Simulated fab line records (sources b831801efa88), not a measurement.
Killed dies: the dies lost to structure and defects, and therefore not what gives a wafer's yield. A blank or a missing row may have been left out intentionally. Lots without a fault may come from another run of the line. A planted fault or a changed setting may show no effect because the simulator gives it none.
Which tool was responsible? -- flow gf180mcu -- Sampling: 14 lots, 42 wafers, 4 of 602 route steps

WHAT THE GAUGES READ, wafer by wafer
GF_VT_IMPLANT_OVL_MEAS_07.
lot,measured,on,VT_IMPLANT_OVL (nm)
L384,day 5 17:11,overlay-02,-1.6 -2.8 -2.1
L386,day 6 05:55,overlay-02,-3.5 -0.5 -0.7
L388,day 6 16:17,overlay-02,-2.2 -0.4 -0.2
L389,day 7 00:32,overlay-02,-0.7 0.6 0.0
L391,day 7 11:38,overlay-01,-0.2 -0.6 0.4
L392,day 7 17:37,overlay-02,-1.8 -1.8 -2.3
L399,day 9 13:28,overlay-01,1.2 -0.5 -1.3
L400,day 9 17:22,overlay-02,1.2 -2.1 -0.7
L402,day 10 07:28,overlay-02,-2.5 -2.0 -1.9
L403,day 10 14:43,overlay-01,-0.9 -0.6 -1.6
L404,day 10 19:19,overlay-02,1.3 -0.1 1.2
L405,day 11 01:52,overlay-01,-0.3 0.3 0.4
L406,day 11 07:22,overlay-02,-0.3 0.0 1.8
L407,day 11 17:52,overlay-02,0.1 1.4 -0.1

GF_VT_IMPLANT_TW_MEAS_43.
lot,measured,on,VT_IMPLANT_4_TW
L384,day 7 14:12,film metro-04,695 695 692
L386,day 8 05:04,film metro-03,690 691 694
L388,day 8 16:19,film metro-01,695 695 697
L389,day 9 02:40,film metro-04,695 695 689
L391,day 9 14:49,film metro-04,691 690 692
L392,day 9 21:34,film metro-04,691 692 694
L399,day 11 20:36,film metro-01,692 689 691
L400,day 12 00:59,film metro-03,688 687 681
L402,day 12 15:25,film metro-04,691 689 690
L403,day 13 00:26,film metro-03,683 684 686
L404,day 13 05:52,film metro-03,682 687 687
L405,day 13 12:18,film metro-01,691 691 691
L406,day 13 18:35,film metro-04,690 689 689
L407,day 14 04:46,film metro-04,687 686 689

GF_DUAL_GATE_THK_MEAS_03.
lot,measured,on,DUAL_GATE_OXIDATION_00_THK (nm)
L384,day 7 16:32,film metro-04,11.03 11.03 11.01
L386,day 8 07:24,film metro-01,10.84 10.86 10.88
L388,day 8 21:02,film metro-01,10.74 10.82 10.92
L389,day 9 08:22,film metro-01,10.92 11.05 10.90
L391,day 9 17:31,film metro-01,11.25 11.15 11.25
L392,day 9 23:53,film metro-04,10.93 11.19 11.15
L399,day 11 22:58,film metro-01,10.99 10.99 10.94
L400,day 12 05:13,film metro-02,11.19 11.13 11.13
L402,day 12 17:44,film metro-04,11.19 11.22 11.36
L403,day 13 03:08,film metro-04,11.08 11.03 11.33
L404,day 13 08:11,film metro-04,11.05 11.06 11.06
L405,day 13 15:03,film metro-01,11.10 11.07 11.10
L406,day 13 21:16,film metro-01,11.30 11.05 11.28
L407,day 14 07:05,film metro-01,11.14 11.09 11.19

WHICH TOOL RAN EACH LOT (tool, then ch and the chambers of the sampled wafers, then the start)
lot,GF_LVPWELL_DEVELOP_06
L384,"litho track-01 ch 0, day 3 21:00"
L386,"litho track-01 ch 0, day 4 09:00"
L388,"litho track-04 ch 0, day 4 20:00"
L389,"litho track-01 ch 0, day 5 03:00"
L391,"litho track-01 ch 0, day 5 12:00"
L392,"litho track-04 ch 0, day 5 18:00"
L399,"litho track-02, day 7 10:00"
L400,"litho track-01, day 7 13:00"
L402,"litho track-04 ch 0, day 8 01:00"
L403,"litho track-01 ch 0, day 8 09:00"
L404,"litho track-01 ch 0, day 8 13:00"
L405,"litho track-02 ch 0, day 8 20:00"
L406,"litho track-04 ch 0, day 9 01:00"
L407,"litho track-02 ch 0, day 9 10:00"
- GF_LVPWELL_DEVELOP_06: develop time 60 s.

WHAT THE TOOLS THEMSELVES READ (means of the sampled wafers that have a number; where no wafer has one, the mark that the record gives instead)
GF_LVPWELL_DEVELOP_06.
lot,tool,chill plate temp C (C)
L384,litho track-01,23.02
L386,litho track-01,22.96
L388,litho track-04,22.95
L389,litho track-01,22.98
L391,litho track-01,22.94
L392,litho track-04,22.98
L399,litho track-02,-
L400,litho track-01,-
L402,litho track-04,23.18
L403,litho track-01,22.99
L404,litho track-01,23.08
L405,litho track-02,22.99
L406,litho track-04,23.02
L407,litho track-02,23.03

THE ANSWER, worked out from the rows above alone
Rule: what is usual is taken from the lots themselves. Put in order of their means at a reading, lots are off if they are a third of the lots or fewer, leave a main group of 4 or more, and stand apart from it by a gap of 3 or more times the standard deviation of the main group's means; of several such gaps the widest counts. The tables above print the reading to a certain number of digits; a main group whose means all agree to those digits is not used. A lot without any number at a reading at which 4 lots or more have one is off too. The other lots that the step has rows for count as sound. First the gauges in route order, then the tools' own readings, where a lot's mean is used as printed above. At the first step where some lot is off, the reading lying furthest off is the one used; lots without a number count as furthest.
Off at GF_LVPWELL_DEVELOP_06 (chill plate temp C): L399, L400. Without a number there: L399, L400. Mean 23.01 C and standard deviation 0.063 in the main group.
If a tool, at that step or one of the process steps before it, ran each lot that is off and ran no sound lot following the first of them, it fits. No candidate that was tried fits.

WHAT THE SIMULATOR HAD PUT IN
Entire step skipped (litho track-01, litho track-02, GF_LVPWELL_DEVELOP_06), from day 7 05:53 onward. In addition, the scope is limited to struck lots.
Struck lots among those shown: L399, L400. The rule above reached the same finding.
